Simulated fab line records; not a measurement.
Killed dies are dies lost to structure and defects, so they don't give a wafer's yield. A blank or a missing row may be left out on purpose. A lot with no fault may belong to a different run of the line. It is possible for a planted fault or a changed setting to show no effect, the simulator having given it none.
fab line records -- flow gf180mcu
record lots=14, wafers=42, lastDay=35
route steps=602 shown M4@471 V4@489
lots that met no fault: taken from a fault-free run of the same line
startH: hours from the record's first day to the start of the lot's first wafer shown -- waitH: time in hours since the lot's previous step -- " repeats the value in the row above -- L1.1+2: several wafers, shown together as one row -- - either no value or no given start -- * or withheld: withheld -- < > ~ a bound
route shown NAME@n: a module of which the file shows steps, and the number in the route of the first -- usual: average and standard deviation across the fault-free wafers -- same: alike in all rows -- chamber/n: place in a boat -- sites: the reading at each site -- _std_site: standard deviation of those values -- _edge_site: the outer-site mean with the inner-site mean subtracted -- radiusMm: how far each site lies from the wafer's centre -- mask NAME#n: copy n -- behind: the most recent tool/chamber to have shaped the wafer -- hold: the reason the lot was held/the length of the hold in hours/how it ended -- device: which transistor (n, p or np) failed to switch -- end of line: the tests these same wafers got at the end of their route -- for a step that has no rows: nothing shown but its recipe -- killed: not the wafer's yield, but the dies lost to structure and defects at the first sort -- map: a wafer's dies, marking killed ones x, the rest . and places with no die _
set.NAME: the run value of the setting; set.NAME@STEP: its run value at that earlier step -- model.NAME: the simulator's own value behind a step, which no gauge read
a sample of lots followed through the steps of the route, with each step as a table and each wafer as a row
services: the hour from which a tool's chamber was out of use, counted from the record's first day as startH (under 0 if before that day), plus the number of hours and why
## steps
# step GF_M4_OVL_MEAS_15
# usual M4_OVL=4/6.9
lot.wafer,tool,chamber,startH,waitH,M4_OVL[nm]
L530.1,overlay-02,-,548.33,0.1,13
L530.4,overlay-02,-,548.33,0.1,0
L530.5,overlay-02,-,548.33,0.1,5
L531.2,overlay-02,-,554.88,0.1,-6
L531.4,overlay-02,-,554.88,0.1,-3
L531.5,overlay-02,-,554.88,0.1,-2
L533.1,overlay-01,-,578.80,0.1,16
L533.3,overlay-01,-,578.80,0.1,12
L533.6,overlay-01,-,578.80,0.1,-2
L537.2,overlay-01,-,616.68,0.1,12
L537.3,overlay-01,-,616.68,0.1,-1
L537.4,overlay-01,-,616.68,0.1,12
L538.1,overlay-02,-,620.62,0.1,2
L538.4,overlay-02,-,620.62,0.1,-7
L538.5,overlay-02,-,620.62,0.1,-4
L544.2,overlay-02,-,664.53,0.1,0
L544.3,overlay-02,-,664.53,0.1,-7
L544.5,overlay-02,-,664.53,0.1,-5
L545.1,overlay-01,-,671.33,0.1,12
L545.4,overlay-01,-,671.33,0.1,20
L545.6,overlay-01,-,671.33,0.1,19
L546.3,overlay-02,-,687.14,0.1,1
L546.4,overlay-02,-,687.14,0.1,2
L546.6,overlay-02,-,687.14,0.1,3
L547.2,overlay-01,-,689.28,0.1,0
L547.3,overlay-01,-,689.28,0.1,12
L547.5,overlay-01,-,689.28,0.1,10
L548.2,overlay-01,-,691.83,0.1,-3
L548.3,overlay-01,-,691.83,0.1,-7
L548.6,overlay-01,-,691.83,0.1,-12
L549.1,overlay-01,-,695.75,0.1,7
L549.4,overlay-01,-,695.75,0.1,-3
L549.5,overlay-01,-,695.75,0.1,4
L550.3,overlay-02,-,705.54,0.1,4
L550.4,overlay-02,-,705.54,0.1,10
L550.6,overlay-02,-,705.54,0.1,2
L551.2,overlay-02,-,711.15,0.1,-4
L551.3,overlay-02,-,711.15,0.1,12
L551.6,overlay-02,-,711.15,0.1,-4
L552.1,overlay-01,-,727.83,0.1,4
L552.2,overlay-01,-,727.83,0.1,15
L552.3,overlay-01,-,727.83,0.1,1
# step GF_V4_DEVELOP_13
# recipe developTimeS=60, resist=KrF, devTempC=21
# usual chillPlateTempC=23.02/0.1, developTimeS=60/0
lot.wafer,tool,chamber,startH,waitH,chillPlateTempC,developTimeS
L530.1,lithoTrack-03,0,577.69,0.2,22.98,60
L530.4,lithoTrack-03,0,577.69,0.2,23.01,60
L530.5,lithoTrack-03,0,577.69,0.2,22.97,60
L531.2,lithoTrack-01,0,579.03,0.2,23.10,60
L531.4,lithoTrack-01,0,579.03,0.2,22.97,60
L531.5,lithoTrack-01,0,579.03,0.2,23.03,60
L533.1,lithoTrack-02,0,602.23,0.2,23.06,60
L533.3,lithoTrack-02,0,602.23,0.2,23.08,60
L533.6,lithoTrack-02,0,602.23,0.2,23.11,60
L537.2,lithoTrack-02,-,638.40,0.2,-,-
L537.3,lithoTrack-02,-,638.40,0.2,-,-
L537.4,lithoTrack-02,-,638.40,0.2,-,-
L538.1,lithoTrack-02,-,642.23,0.2,-,-
L538.4,lithoTrack-02,-,642.23,0.2,-,-
L538.5,lithoTrack-02,-,642.23,0.2,-,-
L544.2,lithoTrack-01,0,684.98,0.2,23.00,60
L544.3,lithoTrack-01,0,684.98,0.2,22.90,60
L544.5,lithoTrack-01,0,684.98,0.2,22.96,60
L545.1,lithoTrack-01,0,692.25,0.2,23.07,60
L545.4,lithoTrack-01,0,692.25,0.2,23.21,60
L545.6,lithoTrack-01,0,692.25,0.2,23.26,60
L546.3,lithoTrack-02,0,707.43,0.1,23.05,60
L546.4,lithoTrack-02,0,707.43,0.1,23.00,60
L546.6,lithoTrack-02,0,707.43,0.1,23.15,60
L547.2,lithoTrack-02,0,709.10,0.2,23.11,60
L547.3,lithoTrack-02,0,709.10,0.2,23.14,60
L547.5,lithoTrack-02,0,709.10,0.2,22.92,60
L548.2,lithoTrack-02,0,711.85,0.2,22.83,60
L548.3,lithoTrack-02,0,711.85,0.2,23.02,60
L548.6,lithoTrack-02,0,711.85,0.2,23.00,60
L549.1,lithoTrack-03,0,716.19,0.2,22.99,60
L549.4,lithoTrack-03,0,716.19,0.2,22.95,60
L549.5,lithoTrack-03,0,716.19,0.2,22.91,60
L550.3,lithoTrack-02,0,724.58,0.1,22.84,60
L550.4,lithoTrack-02,0,724.58,0.1,22.95,60
L550.6,lithoTrack-02,0,724.58,0.1,23.06,60
L551.2,lithoTrack-02,0,731.10,0.2,22.97,60
L551.3,lithoTrack-02,0,731.10,0.2,23.11,60
L551.6,lithoTrack-02,0,731.10,0.2,22.91,60
L552.1,lithoTrack-03,0,746.39,0.2,22.90,60
L552.2,lithoTrack-03,0,746.39,0.2,23.02,60
L552.3,lithoTrack-03,0,746.39,0.2,23.20,60
# step GF_V4_OVL_MEAS_15
# usual V4_OVL=0/5.4
lot.wafer,tool,chamber,startH,waitH,V4_OVL[nm]
L530.1,overlay-01,-,577.96,0.1,13
L530.4,overlay-01,-,577.96,0.1,-2
L530.5,overlay-01,-,577.96,0.1,10
L531.2,overlay-01,-,579.28,0.1,0
L531.4,overlay-01,-,579.28,0.1,2
L531.5,overlay-01,-,579.28,0.1,-9
L533.1,overlay-01,-,602.50,0.1,0
L533.3,overlay-01,-,602.50,0.1,1
L533.6,overlay-01,-,602.50,0.1,1
L537.2,overlay-01,-,638.65,0.1,-
L537.3,overlay-01,-,638.65,0.1,-
L537.4,overlay-01,-,638.65,0.1,-
L538.1,overlay-01,-,642.50,0.1,-
L538.4,overlay-01,-,642.50,0.1,-
L538.5,overlay-01,-,642.50,0.1,-
L544.2,overlay-02,-,685.23,0.1,-8
L544.3,overlay-02,-,685.23,0.1,2
L544.5,overlay-02,-,685.23,0.1,2
L545.1,overlay-01,-,692.52,0.1,-8
L545.4,overlay-01,-,692.52,0.1,-13
L545.6,overlay-01,-,692.52,0.1,-10
L546.3,overlay-02,-,707.66,0.1,2
L546.4,overlay-02,-,707.66,0.1,-2
L546.6,overlay-02,-,707.66,0.1,-5
L547.2,overlay-02,-,709.35,0.1,-7
L547.3,overlay-02,-,709.35,0.1,-3
L547.5,overlay-02,-,709.35,0.1,-4
L548.2,overlay-02,-,712.10,0.1,-1
L548.3,overlay-02,-,712.10,0.1,2
L548.6,overlay-02,-,712.10,0.1,-2
L549.1,overlay-01,-,716.46,0.1,-8
L549.4,overlay-01,-,716.46,0.1,1
L549.5,overlay-01,-,716.46,0.1,-2
L550.3,overlay-01,-,724.81,0.1,8
L550.4,overlay-01,-,724.81,0.1,0
L550.6,overlay-01,-,724.81,0.1,0
L551.2,overlay-02,-,731.35,0.1,-3
L551.3,overlay-02,-,731.35,0.1,0
L551.6,overlay-02,-,731.35,0.1,-11
L552.1,overlay-02,-,746.66,0.1,6
L552.2,overlay-02,-,746.66,0.1,5
L552.3,overlay-02,-,746.66,0.1,3
# step GF_V4_STRIP_18
# recipe chemistry=O2/N2, powerW=1400, pressureMtorr=1500, platenTempC=250, o2FlowSccm=3000, n2FlowSccm=300, overashFraction=0.5
# usual drypumpMotorCurrentA=5.8/0.46, heaterPowerW=325/40, o2FlowSccm=3001/9.5, oesProductAu=0.594/0.0045
lot.wafer,tool,chamber,startH,waitH,drypumpMotorCurrentA,heaterPowerW,o2FlowSccm,oesProductAu,rfHoursCounterH
L530.1,plasmaAsher-03,0,578.13,-,5.7,315,3007,0.597,11
L530.4,plasmaAsher-03,0,578.13,-,5.7,316,3011,0.594,-
L530.5,plasmaAsher-03,0,578.13,-,5.7,320,3016,0.602,-
L531.2,plasmaAsher-01,0,579.44,-,5.2,310,2983,0.590,51
L531.4,plasmaAsher-01,0,579.44,-,5.2,317,2993,0.596,-
L531.5,plasmaAsher-01,0,579.44,-,5.2,324,3000,0.601,-
L533.1,plasmaAsher-02,0,602.66,-,5.7,425,2991,0.597,104
L533.3,plasmaAsher-02,0,602.66,-,5.7,422,2996,0.604,-
L533.6,plasmaAsher-02,1,602.66,-,6.2,300,3000,0.596,-
L537.2,plasmaAsher-03,0,638.81,-,5.8,308,3000,0.598,17
L537.3,plasmaAsher-03,0,638.81,-,5.8,312,3016,0.602,-
L537.4,plasmaAsher-03,1,638.81,-,6.6,283,2992,0.599,-
L538.1,plasmaAsher-01,1,642.66,-,5.7,341,2987,0.597,58
L538.4,plasmaAsher-01,0,642.66,-,5.2,318,3004,0.601,-
L538.5,plasmaAsher-01,0,642.66,-,5.2,316,2988,0.604,-
L544.2,plasmaAsher-01,1,685.39,-,5.7,339,3006,0.596,62
L544.3,plasmaAsher-01,0,685.39,-,5.2,315,2989,0.598,-
L544.5,plasmaAsher-01,1,685.39,-,5.7,343,2992,0.589,-
L545.1,plasmaAsher-02,0,692.69,-,5.8,430,3006,0.592,113
L545.4,plasmaAsher-02,1,692.69,-,6.3,300,2997,0.596,-
L545.6,plasmaAsher-02,1,692.69,-,6.2,294,2998,0.589,-
L546.3,plasmaAsher-02,0,707.84,-,5.7,429,3005,0.588,-
L546.4,plasmaAsher-02,1,707.84,-,6.2,293,3007,0.585,-
L546.6,plasmaAsher-02,0,707.84,-,5.8,434,2998,0.595,-
L547.2,plasmaAsher-01,0,709.51,-,5.2,312,3005,0.587,65
L547.3,plasmaAsher-01,0,709.51,-,5.2,321,2994,0.596,-
L547.5,plasmaAsher-01,1,709.51,-,5.6,350,2993,0.586,-
L548.2,plasmaAsher-03,0,712.26,-,5.8,319,2989,0.594,26
L548.3,plasmaAsher-03,0,712.26,-,5.7,317,3008,0.587,-
L548.6,plasmaAsher-03,1,712.26,-,6.6,279,2979,0.592,-
L549.1,plasmaAsher-03,0,716.63,-,5.8,313,3000,0.596,26
L549.4,plasmaAsher-03,1,716.63,-,6.6,284,3032,0.590,-
L549.5,plasmaAsher-03,0,716.63,-,5.7,325,3004,0.594,-
L550.3,plasmaAsher-01,0,724.99,-,5.2,321,3002,0.597,-
L550.4,plasmaAsher-01,1,724.99,-,5.7,337,3008,0.594,-
L550.6,plasmaAsher-01,0,724.99,-,5.2,318,2991,0.605,-
L551.2,plasmaAsher-01,1,731.51,-,5.7,346,2997,0.594,67
L551.3,plasmaAsher-01,0,731.51,-,5.2,327,2988,0.588,-
L551.6,plasmaAsher-01,1,731.51,-,5.7,338,3010,0.596,-
L552.1,plasmaAsher-01,0,746.83,-,5.2,326,2995,0.598,70
L552.2,plasmaAsher-01,1,746.83,-,5.7,341,2996,0.591,70
L552.3,plasmaAsher-01,1,746.83,-,5.7,341,3006,0.591,-
## services
tool,chamber,startH,hours,kind
plasmaAsher-02,-,610.26,2.8,repair
plasmaAsher-02,-,670.51,1.6,repair
plasmaAsher-03,-,724.54,8.6,repair
lithoTrack-01,-,728.44,-,consumableReplace:filter
plasmaAsher-02,-,733.75,9.0,pm
plasmaAsher-02,0,733.75,9.0,ventCycle
plasmaAsher-02,1,733.75,9.0,ventCycle
plasmaAsher-02,0,742.75,-,clean
plasmaAsher-02,1,742.75,-,clean
## key
firstSign step=GF_V4_DEVELOP_13, reading=toolRecord, direction=missing
effect none on later readings
metAt GF_V4_DEVELOP_13
struckLots L537,L538
laterRowsLeftOut L537.2,L537.3,L537.4,L538.1,L538.4,L538.5
sortLeftOut L537.2,L537.3,L537.4,L538.1,L538.4,L538.5
notActingAt GF_M4_OVL_MEAS_15,GF_V4_OVL_MEAS_15,GF_V4_STRIP_18
onsetBetween 602.23 638.40
fault kind=skippedStepWhole, tool=lithoTrack-02, chamber=-, onsetH=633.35, steps=GF_V4_DEVELOP_13, scope=struckLotsOnly
# sortLeftOut: the simulated sort isn't trusted on such a fault, so these wafers' sort isn't shown, and their yield isn't known
# laterRowsLeftOut: the simulator's readings of these wafers behind a module that went badly wrong aren't trusted and aren't shown, but for the sort
